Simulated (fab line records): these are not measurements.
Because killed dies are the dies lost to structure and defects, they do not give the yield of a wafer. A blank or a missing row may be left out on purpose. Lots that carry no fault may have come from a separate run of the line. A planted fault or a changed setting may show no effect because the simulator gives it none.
A single fault, viewed from 2 desks ; flow sky130 ; each desk has only its own numbers; what lay behind them comes last

AT THE METROLOGY DESK
Means of the sampled wafers that have a number, per lot and without regard to the tool the lot ran on: this is what the gauges read. Marked OUT: a lot whose mean sits more than 4 standard deviations from the usual mean, which makes it out of limits; the brackets give that distance.
Columns: A = VIA1_HDPCVD_THK at SKY_VIA1_THK_MEAS_01, usual 1027 nm
lot;first seen here;A
L205;day 33 04:36;1018
L207;day 34 02:46;1025
L208;day 34 08:14;878 (-14) OUT
L209;day 34 16:05;966 (-5.6) OUT
L217;day 37 16:03;1020
L219;day 38 06:44;1041
L221;day 38 09:23;1035
L220;day 38 12:02;1013
L222;day 39 00:05;1018
L225;day 39 18:52;1023
L226;day 39 19:41;1037
Finding of this desk: L208, L209 out of limits, first seen on L208 at day 34 08:14 (VIA1_HDPCVD_THK at SKY_VIA1_THK_MEAS_01). L205, L207, L217, L219, L221, L220, L222, L225, L226 stayed within limits.

DESK OF THE TOOL OWNER: hdpcvd-01
The tool's own readings at SKY_VIA1_HDPCVD_00 (deposits SiO2, target thk 1030 nm, time 171.7 s): means of the sampled wafers that have a number, for each lot that ran on this tool. Marked OUT: a lot whose mean sits more than 4 standard deviations from the usual mean, which makes it out of limits; the brackets give that distance.
Columns: A = sih4 flow sccm at SKY_VIA1_HDPCVD_00, usual 60.00 sccm
lot;first seen here;A
L205;day 33 04:29;60.08
L207;day 34 02:38;60.04
L208;day 34 08:08;60.06
L209;day 34 15:58;60.13
L219;day 38 06:37;59.99
L221;day 38 09:16;59.95
L220;day 38 11:56;59.89
L222;day 38 23:58;60.11
L225;day 39 18:45;60.08
This desk's verdict: no lot among the 9 shows anything out of limits.

TAKEN TOGETHER
Metrology desk: alarm possible at day 34 08:14 on L208, L209.
The desk of the tool owner found nothing out of limits.
Tool owner's desk: L208, L209 on record, inside its limits.
The lots listed all ran SKY_VIA1_HDPCVD_00 on hdpcvd-01.

WHAT THE SIMULATOR PUT IN
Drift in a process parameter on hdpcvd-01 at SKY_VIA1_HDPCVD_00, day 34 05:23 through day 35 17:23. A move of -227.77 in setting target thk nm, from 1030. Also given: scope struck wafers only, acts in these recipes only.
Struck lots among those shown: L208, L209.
Delay in hours, fault start to first out-of-limits reading, per desk: metrology desk 3.
